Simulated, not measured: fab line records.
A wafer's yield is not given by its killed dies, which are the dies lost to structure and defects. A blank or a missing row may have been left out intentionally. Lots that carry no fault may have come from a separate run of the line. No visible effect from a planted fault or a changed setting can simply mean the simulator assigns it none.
A struck lot beside a sound one ; flow sky130 ; 16 steps out of a route of 708
Sound: wafers L800.4, L800.5, L800.6. The struck wafers were L808.2, L808.3, L808.5. The cause is given at the end.
Each step with rows lists, per side, the tool, then ch with its chambers, then its first start. Under that, the readings that differ: sound wafers ; struck wafers ; difference of the means ; sigmas: that difference in standard deviations of wafers without a fault.
alike: same words and numbers on both sides, and readings whose means sit less than 2 such deviations apart. not compared: any withheld reading, any reading some wafer has no value for, any bound like >300 that may hide the same value, and any number with overlapping values for which the record gives no deviation.
A row with sigmas, a row that says differs or no value, or rows on one side alone: a step with any of these is where the two part. When numbers do not overlap yet have no deviation, they are printed without sigmas and do not part them. Lack of a reading on every wafer of one side parts them only where that side has two or more wafers.

first, 5 steps without rows for these wafers: SKY_POLY_GATE_COAT_08 (resist thk 450 nm); SKY_POLY_GATE_SOFTBAKE_09 (time 90 s); SKY_POLY_GATE_EXPOSE_10 (exposes mask P1M, target cd 150 nm); SKY_POLY_GATE_PEB_11; SKY_POLY_GATE_DEVELOP_12 (develop time 60 s).
SKY_POLY_GATE_CD_MEAS_13: target cd 150 nm.
  sound on cd_sem-02 at day 17 01:02; struck on cd_sem-01 at day 20 21:46
  alike: cd_nm
SKY_POLY_GATE_OVL_MEAS_14:
  sound on overlay-02 at day 17 01:07; struck on overlay-02 at day 20 21:53
  alike: POLY_GATE_OVL
SKY_POLY_GATE_ETCH_15: etches BARC in N2/H2, stops on SiO2, time 118.5 s, target depth 110 nm.
  sound on rie_diel-03 ch 0,2,3, day 17 01:08; struck on rie_diel-03 ch 1,2, day 20 21:55
  alike: bias_w, drypump_motor_current_A, oes_product_au, throttle_valve_pct
  not compared: rf_hours_counter_h
SKY_POLY_GATE_ETCH_16: etches Si3N4 in CH3F/O2, stops on poly-Si, time 147.5 s, target depth 75 nm.
  sound on rie_diel-03 ch 0,2,3, day 17 01:13; struck on rie_diel-03 ch 1,2, day 20 21:59
  alike: bias_w, ch3f_flow_sccm, drypump_motor_current_A, oes_product_au, throttle_valve_pct
  not compared: rf_hours_counter_h
SKY_POLY_GATE_ETCH_17: etches poly-Si in HBr/Cl2, stops on SiO2, target depth 180 nm, time 70.5 s.
  sound on rie_si-01 ch 0,3, day 17 01:19; struck on rie_si-02 ch 1,2,3, day 20 22:05
reading;sound;struck;difference;sigmas
oes_product_au (a.u.);0.990 0.995 0.993;0.976 0.986 0.972;-0.015;-2
  alike: bias_w, drypump_motor_current_A, throttle_valve_pct
  not compared: rf_hours_counter_h
SKY_POLY_GATE_STRIP_18: strips in O2/N2.
  sound on plasma_asher-03 ch 0,1, day 17 01:24; struck on plasma_asher-01 ch 0,1, day 20 22:08
  alike: drypump_motor_current_A, oes_product_au, strip_time_to_endpoint_s
  not compared: rf_hours_counter_h
then, 1 step without rows for these wafers: SKY_POLY_GATE_CLEAN_19 (cleans in SC1/SC2, time 150 s).
SKY_POLY_GATE_OXIDATION_20: stabilise 600 s, purge 300 s, target thk 4 nm.
  sound on furnace-02 ch 0, day 17 04:34; struck on furnace-01 ch 0, day 20 23:43
  alike: ox_temp_c, tube_center_temp_C
SKY_POLY_GATE_THK_MEAS_21:
  sound on film_metro-04 at day 17 05:50; struck on film_metro-01 at day 21 00:59
reading;sound;struck;difference;sigmas
POLY_GATE_OXIDATION_THK (nm);3.92 3.94 3.97;6.50 6.54 6.51;+2.57;+32
SKY_POLY_GATE_CD_MEAS_22:
  sound on cd_sem-02 at day 17 05:57; struck on cd_sem-01 at day 21 01:04
  alike: cd_nm
-- here the record skips 28 days between the struck wafers' starts before and after, leaving off in module POLY_GATE and picking up in module PAD_OPEN (first step shown: number 708 of the route) --
SKY_PAD_OPEN_PROBE_99:
  sound on prober-01 at day 46 16:45; struck on prober-01 at day 49 04:16
reading;sound;struck;difference;sigmas
model.etest.tip_sonos.rs_ohm_sq;2594 2571 2581;3064 3072 3130;+507;
model.etest.tip_p.rs_ohm_sq;6892 6866 6940;7204 7246 7249;+334;
model.etest.pfet_01v8.r_on_ohm_um;2948 2899 2869;3020 3041 2970;+105;
model.etest.res_pdiff.line_ohm_um;1308 1308 1287;1433 1428 1418;+125;
model.etest.tip_n.rs_ohm_sq;437 438.9 438.6;492 492 489.1;+53;
model.etest.res_ndiff.line_ohm_um;735.9 724.3 721.2;803.8 775.6 795.6;+64.5;
model.etest.sonos_uncharged.r_on_ohm_um;807.1 800.9 787.3;841.2 839.7 823.7;+36.4;
  alike: killed_at_M0_to_M3, killed_at_M4_up, killed_at_contacts, killed_at_front_end, killed_at_other, killed_dies, killed_open, killed_short
  not compared: model.etest.nfet_01v8.r_on_ohm_um

== WHERE THEY PART ==
Earliest at SKY_POLY_GATE_ETCH_17; latest, in this record, at SKY_POLY_GATE_THK_MEAS_21. Later steps at which nothing parts them and some readings are alike: SKY_POLY_GATE_CD_MEAS_22, SKY_PAD_OPEN_PROBE_99.

WHY: what the simulator had put in
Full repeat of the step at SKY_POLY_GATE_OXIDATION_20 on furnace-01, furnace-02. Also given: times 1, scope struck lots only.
